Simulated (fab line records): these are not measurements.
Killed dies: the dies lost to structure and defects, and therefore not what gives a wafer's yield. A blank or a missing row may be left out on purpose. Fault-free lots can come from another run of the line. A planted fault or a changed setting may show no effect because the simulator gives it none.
A struck lot beside a sound one -- flow sky130 -- 14 out of 708 route steps
Sound: wafers L501.2, L501.3, L501.4. The struck wafers were L516.1, L516.2, L516.4. The cause comes at the end.
At each step with rows: each side's tool, then ch and its chambers, then its first start. Under that, the readings that differ: sound wafers -- struck wafers -- difference of the means -- sigmas: that difference in standard deviations of wafers without a fault.
alike: readings with means less than 2 such deviations apart, plus words and numbers identical on both sides. not compared: withheld readings, readings lacking a value on some wafer, bounds such as >300 that could conceal the same value, and numbers that have no deviation in the record and whose values overlap.
A row with sigmas, a row that says differs or no value, or rows on one side alone: a step with any of these is where the two part. Numbers that don't overlap but have no deviation are shown without sigmas and don't part them. A reading that every wafer of one side lacks parts them only if that side has two wafers or more.

first, 1 step without rows for these wafers: SKY_VT_ADJUST_HVTR_IMPLANT_09.
SKY_VT_ADJUST_HVTR_STRIP_10: strips in O2/N2.
  sound on plasmaAsher-02 ch 0,1, day 11 13:12; struck on plasmaAsher-02 ch 0,1, day 15 08:29
  alike: drypumpMotorCurrentA, o2FlowSccm, oesProductAu, stripTimeToEndpointS
  not compared: rfHoursCounterH
SKY_VT_ADJUST_HVTR_TW_MEAS_11:
  sound on filmMetro-03, day 11 13:19; struck on filmMetro-04, day 15 08:35
  alike: VT_ADJUST_HVTR_TW
then, 7 steps without rows for these wafers: SKY_VT_ADJUST_PCH_DEHYDRATE_00 (time 60 s); SKY_VT_ADJUST_PCH_HMDS_01 (prime time 60 s); SKY_VT_ADJUST_PCH_COAT_02 (resist thk 3000 nm); SKY_VT_ADJUST_PCH_SOFTBAKE_03; SKY_VT_ADJUST_PCH_EXPOSE_04 (exposes mask NWM, target cd 840 nm); SKY_VT_ADJUST_PCH_PEB_05; SKY_VT_ADJUST_PCH_DEVELOP_06 (develop time 60 s).
SKY_VT_ADJUST_PCH_OVL_MEAS_07:
  sound on overlay-02, day 12 13:18; struck on overlay-01, day 16 12:51
reading,sound,struck,difference,sigmas
VT_ADJUST_PCH_OVL (nm),1.5 2.7 2.1,-1.3 -0.5 -1.3,-3.1,-2
after that, 1 step had no rows for these wafers: SKY_VT_ADJUST_PCH_IMPLANT_08.
SKY_VT_ADJUST_PCH_STRIP_09: strips in O2/N2.
  sound on plasmaAsher-04 ch 0,1, day 12 13:29; struck on plasmaAsher-04 ch 0,1, day 16 13:02
reading,sound,struck,difference,sigmas
oesProductAu (a.u.),0.726 0.726 0.718,0.631 0.635 0.626,-0.093,-21
stripTimeToEndpointS (s),37.01 37.04 36.95,45.30 45.47 45.46,+8.41,+91
  alike: drypumpMotorCurrentA, o2FlowSccm
  not compared: rfHoursCounterH
SKY_VT_ADJUST_PCH_TW_MEAS_10:
  sound on filmMetro-03, day 12 13:35; struck on filmMetro-04, day 16 13:08
  alike: VT_ADJUST_PCH_TW

WHERE THEY PART
Last at SKY_VT_ADJUST_PCH_STRIP_09 as far as this record goes, first at SKY_VT_ADJUST_PCH_OVL_MEAS_07. Later steps at which nothing parts them and some readings are alike: SKY_VT_ADJUST_PCH_TW_MEAS_10.

WHY: what the simulator had put in
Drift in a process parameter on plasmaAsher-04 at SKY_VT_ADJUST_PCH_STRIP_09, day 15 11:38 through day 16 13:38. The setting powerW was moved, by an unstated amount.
